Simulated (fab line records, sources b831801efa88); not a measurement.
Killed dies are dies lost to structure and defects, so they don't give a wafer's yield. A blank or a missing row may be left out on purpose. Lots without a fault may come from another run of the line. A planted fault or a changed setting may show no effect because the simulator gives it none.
Which tool did it? | flow gf180mcu | 12 lots, 36 wafers sampled, at 4 steps of a route of 602

WHAT THE GAUGES READ, wafer by wafer
GF_V1_BOW_MEAS_05. Usual: V1_BOW 82 um, standard deviation 7.2.
lot  | measured     | on            | V1_BOW (um) | flag
L312 | day 17 18:29 | film_metro-03 | 96 93 91    |
L313 | day 18 02:23 | film_metro-04 | 77 76 84    |
L314 | day 18 08:13 | film_metro-03 | 74 73 80    |
L315 | day 18 14:58 | film_metro-01 | 71 86 82    |
L317 | day 19 23:07 | film_metro-01 | 90 88 78    |
L319 | day 20 04:47 | film_metro-03 | 70 72 81    |
L320 | day 20 16:40 | film_metro-04 | 82 72 83    |
L324 | day 22 04:48 | film_metro-03 | 75 84 81    |
L325 | day 22 11:39 | film_metro-04 | 90 79 95    |
L331 | day 24 16:22 | film_metro-03 | 74 93 74    |
L332 | day 24 21:20 | film_metro-03 | 82 86 77    |
L333 | day 24 23:57 | film_metro-03 | 79 88 73    |

GF_V1_RS_MEAS_24: measures by four-point-probe. Usual: V1_W_RS 0.326 ohm/sq, standard deviation 0.0037.
lot  | measured     | on            | V1_W_RS (ohm/sq)  | flag
L312 | day 18 19:29 | film_metro-03 | 0.328 0.329 0.326 |
L313 | day 19 03:14 | film_metro-03 | 0.322 0.327 0.328 |
L314 | day 19 10:11 | film_metro-03 | 0.331 0.331 0.329 |
L315 | day 19 16:34 | film_metro-03 | 0.332 0.330 0.329 |
L317 | day 21 00:46 | film_metro-03 | 0.322 0.322 0.325 |
L319 | day 21 06:05 | film_metro-01 | 0.325 0.323 0.325 |
L320 | day 21 17:49 | film_metro-04 | 0.329 0.331 0.326 |
L324 | day 23 04:47 | film_metro-03 | 0.331 0.328 0.329 |
L325 | day 23 10:56 | film_metro-01 | 0.327 0.325 0.324 |
L331 | day 25 14:51 | film_metro-01 | 0.328 0.331 0.327 |
L332 | day 25 19:17 | film_metro-04 | 0.335 0.333 0.330 |
L333 | day 25 22:23 | film_metro-04 | 0.322 0.322 0.322 |

GF_V2_CD_MEAS_14: target cd 260 nm. Usual: cd_nm 259.8 nm, standard deviation 1.5.
lot  | measured     | on        | cd_nm (nm)                          | flag
L312 | day 20 23:40 | cd_sem-01 | 258.6 258.6 257.8                   |
L313 | day 21 05:31 | cd_sem-02 | 262.2 262.0 261.1                   |
L314 | day 21 12:41 | cd_sem-02 | 258.8 259.4 258.3                   |
L315 | day 21 18:11 | cd_sem-01 | 259.3 259.9 259.0                   |
L317 | day 23 02:44 | cd_sem-02 | 262.5 261.9 261.7                   |
L319 | day 23 05:47 | cd_sem-02 | 259.3 259.9 258.8                   |
L320 | day 23 18:07 | cd_sem-02 | 260.3 260.0 261.0                   |
L324 | day 25 03:05 | cd_sem-01 | 279.3 279.4 280.1 279.3 279.4 279.9 | OFF
L325 | day 25 08:04 | cd_sem-02 | 280.2 280.1 280.7 280.4 280.3 280.4 | OFF
L331 | day 27 09:56 | cd_sem-01 | 257.9 258.4 258.2                   |
L332 | day 27 14:58 | cd_sem-01 | 258.7 259.9 259.1                   |
L333 | day 27 17:43 | cd_sem-01 | 262.2 263.0 263.0                   |

WHICH TOOL RAN EACH LOT (tool, then ch and the chambers of the sampled wafers, then the start)
lot  | GF_V2_SOFTBAKE_10
L312 | litho_track-03 ch 0, day 20 10:00
L313 | litho_track-04 ch 0, day 20 17:00
L314 | litho_track-03 ch 0, day 21 00:00
L315 | litho_track-03 ch 0, day 21 06:00
L317 | litho_track-02 ch 0, day 22 15:00
L319 | litho_track-02 ch 0, day 22 18:00
L320 | litho_track-04 ch 0, day 23 06:00
L324 | litho_track-02 ch 0, day 24 16:00
L325 | litho_track-02 ch 0, day 24 21:00
L331 | litho_track-03 ch 0, day 26 23:00
L332 | litho_track-04 ch 0, day 27 04:00
L333 | litho_track-03 ch 0, day 27 07:00
- GF_V2_SOFTBAKE_10: time 61.03 s.

WHAT THE TOOLS THEMSELVES READ (means of the sampled wafers that have a number; where no wafer has one, the mark that the record gives instead)
GF_V2_SOFTBAKE_10. Usual: heater_power_total_W 92.92 W, standard deviation 0.075; plate_sensor_t_centre_C 131.02 C, standard deviation 0.0099; plate_sensor_t_edge_C 131.21 C, standard deviation 0.01.
lot  | tool           | heater_power_total_W (W) | plate_sensor_t_centre_C (C) | plate_sensor_t_edge_C (C) | flag
L312 | litho_track-03 | 92.90                    | 131.01                      | 131.20                    |
L313 | litho_track-04 | 92.97                    | 131.01                      | 131.22                    |
L314 | litho_track-03 | 92.87                    | 131.01                      | 131.21                    |
L315 | litho_track-03 | 92.92                    | 131.02                      | 131.21                    |
L317 | litho_track-02 | 92.97                    | 131.01                      | 131.21                    |
L319 | litho_track-02 | 92.92                    | 131.02                      | 131.21                    |
L320 | litho_track-04 | 92.93                    | 131.03                      | 131.20                    |
L324 | litho_track-02 | 98.82                    | 137.28                      | 137.50                    | OFF
L325 | litho_track-02 | 98.73                    | 137.28                      | 137.50                    | OFF
L331 | litho_track-03 | 92.87                    | 131.01                      | 131.20                    |
L332 | litho_track-04 | 92.85                    | 131.01                      | 131.20                    |
L333 | litho_track-03 | 92.93                    | 131.01                      | 131.20                    |

THE ANSWER, worked out from the rows above alone
Rule: a lot is off if the mean of its wafers that have a number lies more than 3 standard deviations from the usual mean. A lot without any number at a reading at which 4 lots or more have one is off too. The other lots that the step has rows for count as sound. The gauges are gone through in route order, then the tools' own readings, and for those a lot's mean is taken as printed above. The first step at which some lot is off is used, and at that step the reading that is off furthest; a lot without a number counts as furthest.
Off: L324, L325, at GF_V2_CD_MEAS_14 (cd_nm).
A tool fits if, at a process step before that reading, it ran every lot that is off, and no sound lot after the first of them. The gauges at GF_V2_CD_MEAS_14 aren't tried: what is off there is off at GF_V2_SOFTBAKE_10 too, on other tools, and a gauge's error can't cause that. One fits: litho_track-02 at GF_V2_SOFTBAKE_10. Its last sound lot is L319 (day 22 18:00), its first lot that is off L324 (day 24 16:00): a fault that began between those two fits.
The tool's own readings at GF_V2_SOFTBAKE_10 bear it out: on the lots that are off they differ by more than 5 times the standard deviation of the sound lots' means. heater_power_total_W reads 98.78 W there against 92.91 W on the sound lots; plate_sensor_t_centre_C reads 137.28 C there against 131.01 C on the sound lots; plate_sensor_t_edge_C reads 137.50 C there against 131.21 C on the sound lots.

WHAT THE SIMULATOR HAD PUT IN
Process parameter drift: litho_track-02, from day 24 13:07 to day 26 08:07, at GF_V2_SOFTBAKE_10. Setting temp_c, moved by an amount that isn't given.
Lots struck among those shown: L324, L325. The rule above found the same.
